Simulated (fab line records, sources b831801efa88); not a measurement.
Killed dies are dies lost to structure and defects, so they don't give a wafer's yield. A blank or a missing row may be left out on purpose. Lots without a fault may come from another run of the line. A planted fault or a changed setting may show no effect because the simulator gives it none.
A struck lot beside a sound one | flow sfq_line | 19 steps out of a route of 325
Sound: wafers L803.2, L803.5, L803.6. Struck: wafers L791.1, L791.5, L791.6. The cause comes at the end.
At each step with rows: each side's tool, then ch and its chambers, then its first start. Under that, the readings that differ: sound wafers | struck wafers | difference of the means | sigmas: that difference in standard deviations of wafers without a fault.
alike: readings whose means differ by less than 2 such deviations, and words and numbers that are the same on both sides. not compared: withheld readings, readings that some wafer has no value for, bounds like >300 that may hide the same value, and numbers for which the record gives no deviation and whose values overlap.
The two part at a step that has a row with sigmas, a row that says differs or no value, or rows on one side only. Numbers that don't overlap but have no deviation are shown without sigmas and don't part them. A reading that every wafer of one side lacks parts them only if that side has two wafers or more.

first, 4 steps without rows for these wafers: SFQ_TRILAYER_L0_LITHO_SOFTBAKE_009; SFQ_TRILAYER_L0_LITHO_EXPOSE_006 (exposes mask L0, target cd 2000 nm); SFQ_TRILAYER_L0_LITHO_PEB_008 (peb time 60 s); SFQ_TRILAYER_L0_LITHO_DEVELOP_007 (time 60 s).
SFQ_TRILAYER_L0_BARC_OPEN_METAL_ETCH_010: etches BARC in O2, target depth 125 nm, time 41.7 s.
  sound on rie_metal-01 ch 0,1, day 6 08:05; struck on rie_metal-03 ch 0,1, day 3 22:23
  alike: drypump_motor_current_A, oes_product_au
  not compared: rf_hours_counter_h
SFQ_TRILAYER_L0_ETCH_METAL_ETCH_008: etches MoNx KI in SF6/O2, stops on SiO2, target depth 50 nm, time 25 s.
  sound on rie_metal-01 ch 0,1, day 6 08:09; struck on rie_metal-03 ch 0,1, day 3 22:27
  alike: drypump_motor_current_A, oes_product_au
  not compared: rf_hours_counter_h
SFQ_TRILAYER_L0_STRIP_STRIP_009: strips in O2.
  sound on rie_metal-01 ch 0,1, day 6 08:12; struck on rie_metal-03 ch 0,1, day 3 22:30
  alike: drypump_motor_current_A, oes_product_au
  not compared: rf_hours_counter_h
then, 1 step without rows for these wafers: SFQ_TRILAYER_L0_STRIP_SOLV_CLEAN_010 (cleans in NMP, time 600 s).
SFQ_TRILAYER_L0_CAP_PECVD_011: deposits SiO2 from SiH4/N2O, time 13.333 s, target thk 60 nm.
  sound on pecvd-02 ch 1,2, day 6 08:58; struck on pecvd-02 ch 0,1,2, day 3 23:16
  alike: heater_power_w, throttle_valve_pct
then, 3 steps without rows for these wafers: SFQ_TRILAYER_L0_VIA_LITHO_COAT_018 (resist thk 62 nm); SFQ_TRILAYER_L0_VIA_LITHO_COAT_013 (resist thk 650 nm); SFQ_TRILAYER_L0_VIA_LITHO_SOFTBAKE_017.
-- the record jumps here: 3 days lie between the struck wafers' starts before and after --
SFQ_TRILAYER_L0_VIA_LITHO_EXPOSE_014: exposes mask L0V, target cd 700 nm.
  sound on krf_scanner-02 ch 0, day 9 20:01; struck on krf_scanner-02 ch 0, day 6 22:40
  alike: mask
then, 2 steps without rows for these wafers: SFQ_TRILAYER_L0_VIA_LITHO_PEB_016 (peb time 60 s); SFQ_TRILAYER_L0_VIA_LITHO_DEVELOP_015 (time 60 s).
SFQ_L0V_OVL_MEAS_903:
  sound on overlay-01, day 9 21:19; struck on overlay-01, day 7 00:10
  alike: L0V_OVL
SFQ_TRILAYER_L0_VIA_BARC_OPEN_VIA_ETCH_021: etches BARC in O2, target depth 125 nm, time 41.7 s.
  sound on rie_diel-01 ch 0,1,2, day 9 21:20; struck on rie_diel-03 ch 2,3, day 7 00:11
  reading              | sound           | struck          | difference | sigmas
  model.L0V.cd_nm (nm) | 699 699.6 699.4 | 760.7 724.5 742 | +43.1      |
  alike: drypump_motor_current_A, oes_product_au
  not compared: rf_hours_counter_h
SFQ_TRILAYER_L0_VIA_ETCH_VIA_ETCH_016: etches SiO2 in CHF3, stops on MoNx KI, target depth 80 nm.
  sound on rie_diel-01 ch 0,1,2, day 9 21:23; struck on rie_diel-03 ch 2,3, day 7 00:14
  reading              | sound           | struck            | difference | sigmas
  model.L0V.cd_nm (nm) | 698.3 699 699.1 | 761.1 724.7 742.2 | +43.9      |
  alike: drypump_motor_current_A, oes_product_au
SFQ_TRILAYER_L0_VIA_STRIP_STRIP_017: strips in O2.
  sound on rie_metal-04 ch 0,1, day 9 21:26; struck on rie_metal-03 ch 0,1, day 7 00:17
  alike: drypump_motor_current_A, oes_product_au
  not compared: rf_hours_counter_h

WHERE THEY PART
Nowhere in this record.

WHY: what the simulator had put in
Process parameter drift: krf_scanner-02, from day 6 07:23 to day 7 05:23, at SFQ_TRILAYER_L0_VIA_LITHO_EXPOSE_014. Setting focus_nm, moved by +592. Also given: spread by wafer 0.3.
